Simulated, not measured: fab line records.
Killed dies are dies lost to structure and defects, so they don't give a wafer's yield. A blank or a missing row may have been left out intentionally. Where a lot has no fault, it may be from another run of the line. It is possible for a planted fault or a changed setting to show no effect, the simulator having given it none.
A single fault, viewed from 2 desks ; flow sky130 ; each desk holds nothing but its own numbers, with what lay behind them at the end

METROLOGY DESK
Means of the sampled wafers that have a number, per lot and without regard to the tool the lot ran on: this is what the gauges read. A lot is out of limits, marked OUT, if its mean lies more than 4 standard deviations from the usual mean; the brackets give that distance.
Columns: A = LI_CONTACT_OVL at SKY_LI_CONTACT_OVL_MEAS_13, usual 2 nm; B = LI_CONTACT_W_RS at SKY_LI_CONTACT_RS_MEAS_22, usual 0.284 ohm/sq; C = LI_CONTACT_W_THK at SKY_LI_CONTACT_THK_MEAS_23, usual 398 nm; D = LOCAL_INTERCONNECT_TIN_RS at SKY_LOCAL_INTERCONNECT_RS_MEAS_01, usual 14.18 ohm/sq; E = LOCAL_INTERCONNECT_TIN_THK at SKY_LOCAL_INTERCONNECT_THK_MEAS_02, usual 98.4 nm; F = cd-nm at SKY_LOCAL_INTERCONNECT_CD_MEAS_11, usual 169.9 nm; G = LOCAL_INTERCONNECT_OVL at SKY_LOCAL_INTERCONNECT_OVL_MEAS_12, usual 1 nm
lot;first seen here;A;B;C;D;E;F;G
L925;day 31 17:17;-2;0.287;394;14.16;98.7;167.7;16
L927;day 32 17:17;-1;0.288;390;14.57;96.0;170.5;2
L931;day 33 18:46;1;0.286;396;14.38;97.5;170.5;0
L936;day 35 10:52;2;0.287;400;14.26;98.1;170.2;-2
L940;day 36 09:40;5;0.278;405;14.30;97.5;170.0;-3
L939;day 36 16:59;3;0.286;398;14.22;97.6;171.5;13
This desk found nothing out of limits on any of the 6 lots.

FOR THE TOOL OWNER'S DESK: pvd-sputter-02
The tool's own readings at SKY_LOCAL_INTERCONNECT_SPUTTER_00 (material TiN, target thk 100 nm, time 83.3 s): means of the sampled wafers that have a number, for each lot that ran on this tool. A lot is out of limits, marked OUT, if its mean lies more than 4 standard deviations from the usual mean; the brackets give that distance.
Columns: A = cathode-dc-power-W at SKY_LOCAL_INTERCONNECT_SPUTTER_00, usual 6500.0 W; B = throttle-valve-pct at SKY_LOCAL_INTERCONNECT_SPUTTER_00, usual 29.9 %
lot;first seen here;A;B
L925;day 31 18:28;6499.3;28.5
L927;day 32 18:28;6500.6;30.1
L931;day 33 19:58;6499.2;29.4
This desk found nothing out of limits on any of the 3 lots.

TAKEN TOGETHER
At the metrology desk, nothing out of limits was observed.
The desk of the tool owner found nothing out of limits.

WHAT THE SIMULATOR HAD PUT IN
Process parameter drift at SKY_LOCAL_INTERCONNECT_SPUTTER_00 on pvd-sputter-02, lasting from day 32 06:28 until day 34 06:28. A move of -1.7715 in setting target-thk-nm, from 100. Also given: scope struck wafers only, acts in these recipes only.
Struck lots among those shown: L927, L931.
